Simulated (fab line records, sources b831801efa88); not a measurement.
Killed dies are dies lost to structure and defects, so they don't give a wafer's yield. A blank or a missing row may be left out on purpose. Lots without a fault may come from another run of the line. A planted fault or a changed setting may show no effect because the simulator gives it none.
Chamber matching | flow gf180mcu | GF_V1_CVD_02 on pecvd-03: 3 sister chambers
The step deposits SiO2 from TEOS, target thk 850 nm, time 94.851 s. 3 wafers are shown with their chamber, then 8 later ones without.

WAFERS WITH THEIR CHAMBER
wafer  | chamber | heater_power_w (W)
L337.1 | 0       | 846
L337.2 | 2       | 745
L347.2 | 1       | 685

WAFERS WITHOUT THEIR CHAMBER
wafer  | heater_power_w (W)
L347.3 | 740
L347.4 | 752
L350.1 | 599
L350.3 | 684
L350.6 | 857
L351.2 | 718
L351.3 | 691
L351.5 | 730

WHICH CHAMBER EACH WENT THROUGH
wafer  | from the rows above     | in truth
L347.3 | can't be placed: 2 or 1 | 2
L347.4 | can't be placed: 2 or 1 | 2
L350.1 | can't be placed: 1 or 2 | 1
L350.3 | can't be placed: 1 or 2 | 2
L350.6 | 0                       | 0
L351.2 | can't be placed: 2 or 1 | 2
L351.3 | can't be placed: 1 or 2 | 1
L351.5 | can't be placed: 2 or 1 | 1
Placed correctly: 1 of 8. Can't be placed from these rows: 7 (the true chamber is among the candidates in 7). Placed wrongly: 0.
How it was worked out, from the rows above alone: a wafer's distance from a chamber is the root of the sum, over the readings, of the square of ((its reading less the chamber's mean) divided by the reading's scatter). The wafer belongs to the nearest chamber; if the next one is less than 2 further off, it can't be placed. A chamber's mean is the mean of its shown wafers. The scatter: with one shown wafer a chamber, the root of the mean of the squares of how far each hidden wafer lies from its nearest shown one.
